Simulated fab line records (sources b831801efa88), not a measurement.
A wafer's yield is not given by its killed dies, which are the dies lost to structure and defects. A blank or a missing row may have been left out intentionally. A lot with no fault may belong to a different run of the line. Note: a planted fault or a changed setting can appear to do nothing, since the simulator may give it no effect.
Comparing a struck lot with a sound one	flow sky130	34 out of 708 route steps
Sound: these wafers, L541.4, L541.5, L541.6. The struck wafers were L550.3, L550.5, L550.6. Last of all comes the cause.
For every step that has rows: the tool of each side, followed by ch and its chambers, followed by its first start. Under that, the readings that differ: sound wafers	struck wafers	difference of the means	sigmas: that difference in standard deviations of wafers without a fault.
alike: readings whose means differ by less than 2 such deviations, and words and numbers that are the same on both sides. not compared: withheld readings, readings that some wafer has no value for, bounds like >300 that may hide the same value, and numbers for which the record gives no deviation and whose values overlap.
Wherever a step has rows on one side only, a row that says differs or no value, or a row with sigmas, the two part there. Non-overlapping numbers with no deviation appear without sigmas and do not part them. A reading missing from all wafers of one side parts the sides only when that side holds two or more wafers.

first, 7 steps without rows for these wafers: SKY_SONOS_TUNNEL_DEVELOP_06 (develop time 60 s); SKY_SONOS_TUNNEL_IMPLANT_09; SKY_SONOS_TUNNEL_WET_ETCH_10 (etches SiO2 in dHF, target depth 14 nm, time 280 s); SKY_SONOS_TUNNEL_STRIP_11 (strips in SPM, time 600 s); SKY_SONOS_TUNNEL_CLEAN_13 (cleans in dHF, time 20 s); SKY_SONOS_ONO_OXIDATION_00 (stabilise 600 s, purge 300 s, target thk 2.6 nm); SKY_SONOS_ONO_CVD_02 (deposits Si3N4 from DCS/NH3, target thk 10.5 nm, time 180 s).
SKY_SONOS_ONO_CVD_04: deposits SiO2 from SiH4/N2O, target thk 5.7199 nm.
  sound on lpcvd-03 ch 0, day 12 01:52; struck on lpcvd-03 ch 0, day 15 07:04
reading	sound	struck	difference	sigmas
model.SiO2_of_SONOS_ONO_CVD_04.thk nm (nm)	5.653 5.589 5.695	8.055 7.89 7.976	+2.328	
SKY_SONOS_ONO_THK_MEAS_05:
  sound on film metro-03, day 12 03:09; struck on film metro-04, day 15 08:20
reading	sound	struck	difference	sigmas
SONOS_ONO_CVD_04_THK (nm)	5.67 5.59 5.73	8.04 7.90 7.99	+2.31	+21
then, 23 steps without rows for these wafers: SKY_SONOS_ONO_DEHYDRATE_06 (time 60 s); SKY_SONOS_ONO_HMDS_07 (prime time 60 s); SKY_SONOS_ONO_COAT_08 (resist thk 1140 nm); SKY_SONOS_ONO_SOFTBAKE_09 (time 60 s); SKY_SONOS_ONO_EXPOSE_10 (exposes mask ONOM, target cd 410 nm); SKY_SONOS_ONO_PEB_11; SKY_SONOS_ONO_DEVELOP_12 (develop time 60 s); SKY_SONOS_ONO_ETCH_15 (etches the open film in CHF3/O2, target depth 19.52 nm, time 7.8 s); SKY_SONOS_ONO_WET_ETCH_16 (etches SiO2 in dHF, target depth 14 nm, time 280 s); SKY_SONOS_ONO_STRIP_17 (strips in O2/N2); SKY_SONOS_ONO_WET_ETCH_18 (etches Si3N4 in H3PO4, target depth 15 nm, time 172 s); SKY_GATE_OXIDE_CLEAN_00 (cleans in SC1/SC2, time 150 s); SKY_GATE_OXIDE_OXIDATION_01 (stabilise 600 s, purge 300 s, target thk 10.268 nm); SKY_GATE_OXIDE_DEHYDRATE_03 (time 60 s); SKY_GATE_OXIDE_HMDS_04 (prime time 60 s); SKY_GATE_OXIDE_COAT_05 (resist thk 1140 nm); SKY_GATE_OXIDE_SOFTBAKE_06 (time 60 s); SKY_GATE_OXIDE_EXPOSE_07 (exposes mask LVOM, target cd 600 nm); SKY_GATE_OXIDE_PEB_08; SKY_GATE_OXIDE_DEVELOP_09 (develop time 60 s); SKY_GATE_OXIDE_IMPLANT_11; SKY_GATE_OXIDE_WET_ETCH_12 (etches SiO2 in dHF, target depth 16.8 nm, time 336 s); SKY_GATE_OXIDE_STRIP_13 (strips in O2/N2).
-- the record jumps here: 2 days lie between the struck wafers' starts before and after --
SKY_GATE_OXIDE_CLEAN_15: cleans in SC1/SC2, time 150 s.
  sound on wet bench-01 ch 3, day 14 08:28; struck on wet bench-01 ch 1, day 17 18:43
reading	sound	struck	difference	sigmas
model.SiO2_of_SONOS_ONO_CVD_04.thk nm (nm)	4.143 4.078 4.185	6.543 6.375 6.463	+2.325	
-- record jumps: 31 days separate the struck wafers' starts on either side; left off in module GATE_OXIDE, taken up again in module PAD_OPEN, whose first shown step is the route's number 708 --
SKY_PAD_OPEN_PROBE_99:
  sound on prober-01, day 45 22:11; struck on prober-02, day 48 13:20
  alike: killed_at_M0_to_M3, killed_at_M4_up, killed at contacts, killed at front end, killed at other, killed dies, killed open, killed short

== WHERE THEY PART ==
SKY_SONOS_ONO_THK_MEAS_05 only, going by this record. Later steps at which nothing parts them and some readings are alike: SKY_PAD_OPEN_PROBE_99.

WHY: what had been put in by the simulator
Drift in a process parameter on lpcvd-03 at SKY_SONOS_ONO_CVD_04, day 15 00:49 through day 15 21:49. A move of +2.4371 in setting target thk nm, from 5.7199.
